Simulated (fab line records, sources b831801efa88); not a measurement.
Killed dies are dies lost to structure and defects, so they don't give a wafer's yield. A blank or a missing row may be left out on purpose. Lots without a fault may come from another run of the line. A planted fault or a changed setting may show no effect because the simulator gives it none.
Which tool did it? | flow sky130 | 12 lots, 35 wafers sampled, at 1 step of a route of 708

WHAT THE GAUGES READ, wafer by wafer
SKY_VT_ADJUST_PCH_OVL_MEAS_07. Usual: VT_ADJUST_PCH_OVL -0.1 nm, standard deviation 1.7.
lot  | measured     | on         | VT_ADJUST_PCH_OVL (nm) | flag
L903 | day 11 05:43 | overlay-01 | 2.1 1.7 2.2            |
L906 | day 12 02:26 | overlay-02 | 1.9 -0.2 2.5           |
L913 | day 14 06:32 | overlay-02 | 0.3 -1.4 0.1           |
L914 | day 14 16:02 | overlay-02 | 3.6 1.1 1.0            |
L915 | day 15 00:32 | overlay-02 | -1.6 -1.6 -1.7         |
L916 | day 15 08:44 | overlay-02 | 2.9 2.2 2.4            |
L918 | day 15 19:30 | overlay-02 | -1.2 -2.2 -1.1         |
L919 | day 16 05:42 | overlay-01 | -1.9 -0.1              |
L920 | day 16 11:00 | overlay-02 | -1.7 -1.8 0.1          |
L921 | day 16 16:18 | overlay-01 | 1.7 1.5 -1.5           |
L923 | day 17 05:16 | overlay-02 | -2.5 -2.9 -2.0         |
L924 | day 18 01:33 | overlay-02 | -0.4 0.0 0.9           |

WHICH TOOL RAN EACH LOT (tool, then ch and the chambers of the sampled wafers, then the start)
The record holds no process step before these readings.

WHAT THE TOOLS THEMSELVES READ (means of the sampled wafers that have a number; where no wafer has one, the mark that the record gives instead)
The record holds no such reading with a usual standard deviation.

THE ANSWER, worked out from the rows above alone
Rule: a lot is off if the mean of its wafers that have a number lies more than 3 standard deviations from the usual mean. A lot without any number at a reading at which 4 lots or more have one is off too. The other lots that the step has rows for count as sound. The gauges are gone through in route order, then the tools' own readings, and for those a lot's mean is taken as printed above. The first step at which some lot is off is used, and at that step the reading that is off furthest; a lot without a number counts as furthest.
No lot is off at any reading shown: from this, nothing can be told.

WHAT THE SIMULATOR HAD PUT IN
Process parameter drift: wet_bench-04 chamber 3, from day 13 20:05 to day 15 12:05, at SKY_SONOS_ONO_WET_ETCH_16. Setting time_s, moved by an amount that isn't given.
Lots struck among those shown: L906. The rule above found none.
